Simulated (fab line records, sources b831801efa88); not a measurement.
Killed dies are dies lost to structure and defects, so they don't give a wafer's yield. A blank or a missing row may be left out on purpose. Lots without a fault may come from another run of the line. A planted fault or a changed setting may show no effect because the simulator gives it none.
One fault seen from 2 desks | flow gf180mcu | each desk has only its own numbers; what lay behind them comes last

THE TOOL OWNER'S DESK: pvd_sputter-03
The tool's own readings at GF_MIM_SPUTTER_08 (material AlCu, target thk 200 nm, time 10.6 s): means of the sampled wafers that have a number, for each lot that ran on this tool. A lot is out of limits, marked OUT, if its mean lies more than 4 standard deviations from the usual mean; the brackets give that distance.
Columns: A = cathode_dc_power_W at GF_MIM_SPUTTER_08, usual 10600 W; B = throttle_valve_pct at GF_MIM_SPUTTER_08, usual 30.2 %
lot  | first seen here | A                       | B
L983 | day 24 19:25    | 10600                   | 29.6
L987 | day 26 11:21    | 10601                   | 29.7
L991 | day 27 21:02    | 10326 (-99 or more) OUT | 29.9
L992 | day 28 06:17    | 10324 (-99 or more) OUT | 29.7
L105 | day 31 12:32    | 10601                   | 29.6
This desk's finding: out of limits on L991, L992; first on L991, day 27 21:02 (cathode_dc_power_W at GF_MIM_SPUTTER_08). In limits: L983, L987, L105.

THE METROLOGY DESK
What the gauges read, lot by lot, whatever tool the lot ran on: means of the sampled wafers that have a number. A lot is out of limits, marked OUT, if its mean lies more than 4 standard deviations from the usual mean; the brackets give that distance.
Columns: A = MIM_CVD_05_THK at GF_MIM_THK_MEAS_06, usual 41.9 nm; B = MIM_ALCU_RS at GF_MIM_RS_MEAS_10, usual 0.1607 ohm/sq; C = MIM_ALCU_THK at GF_MIM_THK_MEAS_11, usual 199.0 nm
lot  | first seen here | A    | B      | C
L983 | day 24 19:19    | 42.1 | 0.1599 | 198.1
L987 | day 26 11:14    | 42.2 | 0.1591 | 200.6
L991 | day 27 20:56    | 41.8 | 0.1629 | 197.1
L992 | day 28 06:12    | 41.9 | 0.1650 | 194.1
L997 | day 29 09:38    | 42.3 | 0.1603 | 200.0
L998 | day 29 14:08    | 42.2 | 0.1630 | 196.0
L100 | day 30 03:49    | 41.5 | 0.1602 | 199.7
L102 | day 30 13:43    | 42.2 | 0.1606 | 199.0
L103 | day 30 22:28    | 41.2 | 0.1621 | 196.6
L105 | day 31 12:25    | 42.0 | 0.1575 | 203.4
This desk's finding: nothing out of limits on any of the 10 lots.

PUT TOGETHER
The tool owner's desk could have raised an alarm at day 27 21:02, on L991, L992.
The metrology desk saw nothing out of limits.
The metrology desk has L991, L992 on record, within its limits.
Of the lots named, all ran GF_MIM_SPUTTER_08 on pvd_sputter-03.

WHAT THE SIMULATOR HAD PUT IN
Process parameter drift: pvd_sputter-03, from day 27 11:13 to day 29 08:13, at GF_MIM_SPUTTER_08. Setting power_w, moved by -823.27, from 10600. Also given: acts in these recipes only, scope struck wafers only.
Lots struck among those shown: L991, L992.
Hours from the fault's start to each desk's first reading out of limits: the tool owner's desk, 10.
